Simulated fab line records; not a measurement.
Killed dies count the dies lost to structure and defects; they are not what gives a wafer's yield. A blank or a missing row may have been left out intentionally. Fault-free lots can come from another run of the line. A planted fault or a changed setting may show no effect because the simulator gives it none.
Which tool is to blame? :: flow gf180mcu :: 7 lots (21 wafers sampled), 1 step of a 602-step route

## WHAT THE GAUGES SHOWED, per wafer
GF_STI_THK_MEAS_30.
lot: L504
measured: day 2 20:16
on: film_metro-02
STI_OXIDATION_02_THK (nm): 9.88 9.97 9.89

lot: L505
measured: day 3 03:09
on: film_metro-04
STI_OXIDATION_02_THK (nm): 10.03 10.11 10.10

lot: L507
measured: day 3 09:39
on: film_metro-04
STI_OXIDATION_02_THK (nm): 9.89 9.90 9.98

lot: L510
measured: day 4 00:55
on: film_metro-02
STI_OXIDATION_02_THK (nm): 10.03 10.08 9.94

lot: L517
measured: day 5 11:28
on: film_metro-04
STI_OXIDATION_02_THK (nm): 10.06 9.99 10.02

lot: L522
measured: day 6 13:15
on: film_metro-04
STI_OXIDATION_02_THK (nm): 10.07 10.01 10.07

lot: L525
measured: day 7 04:41
on: film_metro-01
STI_OXIDATION_02_THK (nm): 9.87 10.05 10.04

## TOOL THAT RAN EACH LOT (tool first, then ch and the chambers of the sampled wafers, then the start)
The record shows no process step preceding these readings.

## THE ANSWER, worked out from the rows above alone
Rule: usual is defined by the lots themselves. Put in order of their means at a reading, lots are off if they are a third of the lots or fewer, leave a main group of 4 or more, and stand apart from it by a gap of 3 or more times the standard deviation of the main group's means; of several such gaps the widest counts. A main group whose means are all the same, to the digits that the tables above print for the reading, isn't used. Also off: a lot with no number at a reading for which 4 or more lots have one. Where the step has rows for the other lots, those lots are counted as sound.
None of the lots is off at any reading shown; this tells nothing.

## WHAT HAD BEEN PUT IN BY THE SIMULATOR
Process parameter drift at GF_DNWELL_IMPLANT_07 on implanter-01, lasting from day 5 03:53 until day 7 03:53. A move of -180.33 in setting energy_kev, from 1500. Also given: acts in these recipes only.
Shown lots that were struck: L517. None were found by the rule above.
